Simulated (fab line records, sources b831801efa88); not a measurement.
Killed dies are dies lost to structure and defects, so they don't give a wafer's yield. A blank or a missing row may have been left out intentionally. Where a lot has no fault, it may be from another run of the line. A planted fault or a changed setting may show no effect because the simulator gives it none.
The tool behind it: which one?    flow sky130    12 lots with 36 wafers sampled at 5 steps, on a route of 708 steps

== WHAT THE GAUGES SHOWED, per wafer ==
SKY_LDD_HVP_OVL_MEAS_07. Usual: LDD_HVP_OVL gives 0.1 nm (standard deviation 1.3).
lot   measured      on          LDD_HVP_OVL (nm)  flag
L660  day 21 22:44  overlay-02  -1.8 0.4 -2.2     
L661  day 22 12:52  overlay-02  1.6 3.1 3.0       
L663  day 23 06:31  overlay-01  1.3 2.7 0.9       
L665  day 23 12:20  overlay-02  -0.4 0.0 -0.5     
L664  day 23 17:35  overlay-02  1.6 1.7 1.2       
L666  day 24 02:32  overlay-01  -0.1 0.3 -1.7     
L670  day 25 21:26  overlay-02  0.2 -1.2 1.2      
L671  day 25 22:29  overlay-02  0.4 2.5 1.2       
L674  day 27 01:08  overlay-01  -2.0 -1.1 -2.3    
L677  day 27 18:12  overlay-02  0.5 0.1 1.4       
L678  day 28 06:46  overlay-02  1.4 2.4 3.7       
L681  day 29 05:50  overlay-01  -0.2 -3.0 -2.6    

SKY_LDD_HVP_TW_MEAS_10. Usual: LDD_HVP_TW gives 461 (standard deviation 4.8).
lot   measured      on            LDD_HVP_TW   flag
L660  day 21 23:01  filmMetro-01  466 463 464  
L661  day 22 13:09  filmMetro-01  466 465 467  
L663  day 23 06:48  filmMetro-03  454 452 454  
L665  day 23 12:38  filmMetro-01  464 465 465  
L664  day 23 17:52  filmMetro-01  469 467 465  
L666  day 24 02:50  filmMetro-04  459 461 457  
L670  day 25 21:43  filmMetro-04  460 461 463  
L671  day 25 22:46  filmMetro-01  495 497 493  OFF
L674  day 27 01:25  filmMetro-01  494 494 494  OFF
L677  day 27 18:29  filmMetro-04  463 460 462  
L678  day 28 07:05  filmMetro-04  460 461 461  
L681  day 29 06:07  filmMetro-03  453 454 456  

SKY_LDD_LDN_OVL_MEAS_07. Usual: LDD_LDN_OVL gives 0.7 nm (standard deviation 1.3).
lot   measured      on          LDD_LDN_OVL (nm)  flag
L660  day 23 04:53  overlay-02  0.4 2.3 1.2       
L661  day 23 18:20  overlay-01  -0.7 -0.8 0.6     
L663  day 24 12:20  overlay-02  -0.4 -1.9 0.5     
L665  day 24 19:05  overlay-01  0.4 0.6 -1.2      
L664  day 24 23:35  overlay-02  -0.2 -0.4 1.5     
L666  day 25 08:41  overlay-01  -0.8 0.0 -0.2     
L670  day 27 02:02  overlay-01  0.4 1.8 2.2       
L671  day 27 03:02  overlay-01  1.8 1.0 1.3       
L674  day 28 06:14  overlay-01  -2.2 -1.2 1.3     
L677  day 28 22:05  overlay-02  -0.7 0.2 1.2      
L678  day 29 11:25  overlay-02  1.5 4.1 3.9       
L681  day 30 09:44  overlay-02  0.9 0.6 3.0       

== WHAT TOOL EACH LOT RAN ON (gives the tool, then ch and the chambers of the sampled wafers, and finally the start) ==
lot   SKY_LDD_HVN_STRIP_09                 SKY_LDD_HVP_IMPLANT_08
L660  plasmaAsher-02 ch 1, day 20 15:46    implanter-03 ch 0, day 21 22:47
L661  plasmaAsher-02 ch 0,1, day 21 05:31  implanter-03 ch 0, day 22 12:54
L663  plasmaAsher-01 ch 0,1, day 22 00:22  implanter-04 ch 0, day 23 06:33
L665  plasmaAsher-01 ch 0,1, day 22 07:24  implanter-03 ch 0, day 23 12:25
L664  plasmaAsher-02 ch 0,1, day 22 11:33  implanter-03 ch 0, day 23 17:39
L666  plasmaAsher-01 ch 0,1, day 22 20:38  implanter-01 ch 0, day 24 02:37
L670  plasmaAsher-01 ch 0,1, day 24 15:55  implanter-01 ch 0, day 25 21:28
L671  plasmaAsher-01 ch 0,1, day 24 17:15  implanter-01 ch 0, day 25 22:31
L674  plasmaAsher-03 ch 0,1, day 25 20:00  implanter-01 ch 0, day 27 01:10
L677  plasmaAsher-01 ch 0,1, day 26 14:06  implanter-03 ch 0, day 27 18:17
L678  plasmaAsher-02 ch 0,1, day 27 01:37  implanter-04 ch 0, day 28 06:48
L681  plasmaAsher-03 ch 0,1, day 28 01:42  implanter-03 ch 0, day 29 05:53
- SKY_LDD_HVN_STRIP_09: strips in O2/N2.
- SKY_LDD_HVP_IMPLANT_08

== AS READ BY THE TOOLS THEMSELVES (means over the sampled wafers that have a number; for cases with no such wafer, the mark the record gives instead) ==
SKY_LDD_HVN_STRIP_09. Usual: drypumpMotorCurrentA 5.7 A, standard deviation 0.33; oesProductAu 0.409 a.u., standard deviation 0.0044; stripTimeToEndpointS 4.137 s, standard deviation 0.012.
lot   tool            drypumpMotorCurrentA (A)  oesProductAu (a.u.)  stripTimeToEndpointS (s)  flag
L660  plasmaAsher-02  5.8                       0.406                4.136                     
L661  plasmaAsher-02  5.8                       0.403                4.128                     
L663  plasmaAsher-01  5.9                       0.412                4.154                     
L665  plasmaAsher-01  5.9                       0.410                4.140                     
L664  plasmaAsher-02  5.7                       0.408                4.133                     
L666  plasmaAsher-01  5.9                       0.408                4.138                     
L670  plasmaAsher-01  5.8                       0.411                4.135                     
L671  plasmaAsher-01  5.9                       0.404                4.137                     
L674  plasmaAsher-03  5.5                       0.409                4.125                     
L677  plasmaAsher-01  5.9                       0.410                4.146                     
L678  plasmaAsher-02  5.8                       0.407                4.134                     
L681  plasmaAsher-03  5.2                       0.410                4.141                     

SKY_LDD_HVP_IMPLANT_08. Usual: beamOnS 10.00 s, standard deviation 0.2; doseIonsCm2 1.7003e+13, standard deviation 1.8e+10; faradayCurrentUA 95.8, standard deviation 1.9.
lot   tool          beamOnS (s)  doseIonsCm2  faradayCurrentUA  flag
L660  implanter-03  9.58         1.7008e+13   99.8              
L661  implanter-03  10.04        1.7007e+13   95.8              
L663  implanter-04  9.86         1.7004e+13   97.5              
L665  implanter-03  10.29        1.6998e+13   93.1              
L664  implanter-03  10.16        1.7023e+13   94.6              
L666  implanter-01  10.02        1.7005e+13   95.7              
L670  implanter-01  10.19        1.6999e+13   94.0              
L671  implanter-01  12.02        1.6988e+13   80.0              OFF
L674  implanter-01  12.13        1.7005e+13   79.1              OFF
L677  implanter-03  9.98         1.6979e+13   96.0              
L678  implanter-04  10.04        1.7000e+13   95.4              
L681  implanter-03  10.03        1.7026e+13   95.4              

== THE ANSWER, worked out from the rows above alone ==
Rule: lot off if the mean of its wafers having a number is beyond 3 standard deviations from the usual mean. A lot without any number at a reading at which 4 lots or more have one is off too. All remaining lots with rows at the step are treated as sound. Order of review: gauges by route order, followed by the tools' own readings, for which a lot's mean as printed above is used. The first step at which some lot is off is used, and at that step the reading that is off furthest; a lot without a number counts as furthest.
Off: L671, L674, seen at SKY_LDD_HVP_TW_MEAS_10 (LDD_HVP_TW).
A tool fits if, at a process step before that reading, it ran every lot that is off, and no sound lot after the first of them. The gauges at SKY_LDD_HVP_TW_MEAS_10 aren't tried: what is off there is off at SKY_LDD_HVP_IMPLANT_08 too, on other tools, and a gauge's error can't cause that. One fits: implanter-01 at SKY_LDD_HVP_IMPLANT_08. A fault onset in the window from L670 (day 25 21:28, its last sound lot) to L671 (day 25 22:31, its first lot off) fits.
The tool's own readings at SKY_LDD_HVP_IMPLANT_08 bear it out: on the lots that are off they differ by more than 5 times the standard deviation of the sound lots' means. beamOnS reads 12.07 s there against 10.02 s on the sound lots; faradayCurrentUA reads 79.5 there against 95.7 on the sound lots.

== WHAT HAD BEEN PUT IN BY THE SIMULATOR ==
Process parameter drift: implanter-01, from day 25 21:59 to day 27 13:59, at SKY_LDD_HVP_IMPLANT_08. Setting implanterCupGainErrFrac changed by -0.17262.
Shown lots that were struck: L671, L674. The rule above reached the same finding.
